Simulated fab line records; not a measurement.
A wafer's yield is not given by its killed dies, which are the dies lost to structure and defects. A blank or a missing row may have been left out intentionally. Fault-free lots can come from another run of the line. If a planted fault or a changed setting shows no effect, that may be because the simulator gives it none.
What tool caused it?	flow sky130	Sampling: 10 lots, 29 wafers, 5 of 708 route steps

WHAT THE GAUGES SHOWED, per wafer
SKY_SD_N_TW_MEAS_12.
lot	measured	on	SD_N_TW
L321	day 28 09:16	filmMetro-03	3990 3981 4006
L322	day 28 16:46	filmMetro-01	4008 4001 4008
L325	day 30 00:38	filmMetro-01	4002 3984 3980
L327	day 30 21:28	filmMetro-04	3958 3984 3961
L329	day 31 21:58	filmMetro-04	3968 3964 3963
L332	day 32 07:39	filmMetro-03	4006 4016
L335	day 33 05:01	filmMetro-03	4006 3991 3983
L341	day 34 22:28	filmMetro-01	4030 3993 4015
L342	day 34 23:46	filmMetro-03	3907 3921 3910
L343	day 35 08:32	filmMetro-04	3855 3884 3885

WHAT TOOL EACH LOT RAN ON (gives the tool, then ch and the chambers of the sampled wafers, and finally the start)
lot	SKY_LDD_LDN_STRIP_12	SKY_RES_XHIGH_STRIP_08	SKY_SD_N_IMPLANT_09	SKY_SD_N_STRIP_11
L321	plasmaAsher-01 ch 0,1, day 23 10:21	plasmaAsher-01 ch 0,1, day 27 03:46	implanter-01 ch 0, day 28 08:52	plasmaAsher-04 ch 0,1, day 28 09:10
L322	plasmaAsher-03 ch 0,1, day 23 18:49	plasmaAsher-03 ch 0, day 27 12:16	implanter-01 ch 0, day 28 16:22	plasmaAsher-01 ch 1, day 28 16:40
L325	plasmaAsher-03 ch 0,1, day 25 03:55	plasmaAsher-02 ch 0,1, day 28 20:25	implanter-01 ch 0, day 30 00:14	plasmaAsher-03 ch 0,1, day 30 00:32
L327	plasmaAsher-01 ch 0,1, day 25 22:48	plasmaAsher-01 ch 0,1, day 29 17:57	implanter-01 ch 0, day 30 21:04	plasmaAsher-01 ch 1, day 30 21:22
L329	plasmaAsher-03 ch 0,1, day 27 01:51	plasmaAsher-03 ch 0,1, day 30 17:42	implanter-01 ch 0, day 31 21:35	plasmaAsher-03 ch 0,1, day 31 21:52
L332	plasmaAsher-04 ch 1, day 27 12:37	plasmaAsher-01 ch 0,1, day 31 04:35	implanter-02 ch 0, day 32 07:17	plasmaAsher-03 ch 0, day 32 07:33
L335	plasmaAsher-01 ch 0,1, day 28 12:00	plasmaAsher-03 ch 0,1, day 32 02:01	implanter-01 ch 0, day 33 04:37	plasmaAsher-01 ch 0,1, day 33 04:55
L341	plasmaAsher-01 ch 0,1, day 30 04:36	plasmaAsher-03 ch 0,1, day 33 19:13	implanter-02 ch 0, day 34 22:04	plasmaAsher-03 ch 1, day 34 22:22
L342	plasmaAsher-03 ch 0, day 30 10:18	plasmaAsher-03 ch 0,1, day 33 20:34	implanter-01 ch 0, day 34 23:23	plasmaAsher-04 ch 0,1, day 34 23:40
L343	plasmaAsher-01 ch 1, day 30 17:57	plasmaAsher-03 ch 0,1, day 34 05:43	implanter-01 ch 0, day 35 08:08	plasmaAsher-03 ch 0,1, day 35 08:26
- SKY_LDD_LDN_STRIP_12: strips in O2/N2.
- SKY_RES_XHIGH_STRIP_08: strips in O2/N2.
- SKY_SD_N_IMPLANT_09
- SKY_SD_N_STRIP_11: strips in O2/N2.

THE ANSWER, worked out from the rows above alone
Rule: usual is defined by the lots themselves. Put in order of their means at a reading, lots are off if they are a third of the lots or fewer, leave a main group of 4 or more, and stand apart from it by a gap of 3 or more times the standard deviation of the main group's means; of several such gaps the widest counts. Not used: any main group whose means are identical at the precision the tables above print for the reading. A lot without any number at a reading at which 4 lots or more have one is off too. Any other lot the step has rows for is counted as sound.
Off: at SKY_SD_N_TW_MEAS_12 (SD_N_TW), L342, L343. The main group has a mean of 3992 with a standard deviation of 17.
A tool fits if, at a process step before that reading, it ran every lot that is off, and no sound lot after the first of them. The gauges at SKY_SD_N_TW_MEAS_12 are tried like those tools. Can't be told from this: 2 tools fit, plasmaAsher-03 at SKY_RES_XHIGH_STRIP_08, implanter-01 at SKY_SD_N_IMPLANT_09.

WHAT THE SIMULATOR PUT IN
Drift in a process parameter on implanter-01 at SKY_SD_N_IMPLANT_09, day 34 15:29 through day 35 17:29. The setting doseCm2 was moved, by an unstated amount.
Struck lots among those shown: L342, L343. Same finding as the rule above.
